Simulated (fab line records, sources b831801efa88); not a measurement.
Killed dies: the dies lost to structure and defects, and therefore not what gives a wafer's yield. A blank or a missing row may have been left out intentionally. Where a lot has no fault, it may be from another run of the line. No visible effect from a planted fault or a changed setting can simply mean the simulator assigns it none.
8D (eight disciplines) problem report, filled in by code ; flow gf180mcu ; the parts of the form that need people (team, actions taken, sign-off) are left out

== 1. THE PROBLEM ==
At GF_HV_LDD_STRIP_10, strip time to endpoint s averages 12.48 s over 2 wafers from 2 lots, while fault-free wafers read 12.64 s, standard deviation 0.031. That is -5.3 standard deviations from the usual mean.
The step: strips in O2/N2.
Earliest sighting: wafer L923.3 on plasma asher-03 at day 11 06:51. At this step, 38 wafers from 13 lots have a number in the record. Rule for "out" (also "out of limits"): further than 4 standard deviations from the usual mean. The rest of the wafers with a number are treated as sound.

== 2. WHAT IT IS, AND WHAT IT ISN'T ==
question;is;is not
which readings at this step;strip time to endpoint s;drypump motor current A, heater power w, oes product au
which lots;L923, L926;L920, L922, L931, L933, L934, L936, L937, L938, L940, L941, L942
which wafers of those lots;L923.3, L926.2;L923.1, L923.5, L926.6
read on which tools;plasma asher-02, plasma asher-03;plasma asher-01
when;from day 11 06:51;"up to then (8 sound wafers); but 28 sound wafers of L926, L931, L933, L934, L936, L937, L938, L940, L941, L942 came after"

== 3. THE SUSPECTS, EACH WITH WHAT RULES IT OUT ==
Counting: if a tool at a process step up to the reading ran every lot that is out, it stays a suspect. Sound lots after the first of them don't rule it out here, since some wafers of a struck lot are sound.
- litho track-01 at GF_HV_LDD_COAT_02 (resist thk 1000 nm): kept. It processed each lot that is out (first: L923, day 10 21:13); up to then, its last sound lot is L922 (day 10 09:49).
After counting, what remains is litho track-01 at GF_HV_LDD_COAT_02.

== 4. THE CAUSE (what the simulator had put in) ==
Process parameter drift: litho track-01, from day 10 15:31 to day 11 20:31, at GF_HV_LDD_COAT_02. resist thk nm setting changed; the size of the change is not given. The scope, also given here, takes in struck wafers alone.
Only this tool survived the counting.

== 5. THE CHAIN OF EFFECTS, in route order ==
Each row: a reading where the mean over the struck wafers with a number is more than 3 standard deviations away from the usual. Readings are gone through only where the record gives a usual standard deviation; hours: the median, over the lots, of the time from a lot's start at the first step in this table giving one to that lot's start at this step; sigmas: the change measured in usual standard deviations.
hours;step;reading;usual;on struck wafers;change;sigmas
0;GF_HV_LDD_STRIP_10;strip time to endpoint s;12.64 s;12.48;-0.16;-5.3
The process steps in it:
- GF_HV_LDD_STRIP_10: strips in O2/N2.

== 6. WHAT WOULD HAVE CAUGHT IT SOONER ==
First out-of-limits reading in this record: day 11 06:51, which is 15 hours after fault onset at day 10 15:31.
No tool reading at GF_HV_LDD_COAT_02 that has a usual standard deviation in the record was out on any struck wafer, so an alarm limit of 4 standard deviations on those readings would not have fired.
Of the lots that are out (2), L926 began GF_HV_LDD_COAT_02 on litho track-01 after day 11 06:51. A hold on the tool at that time would have spared it.
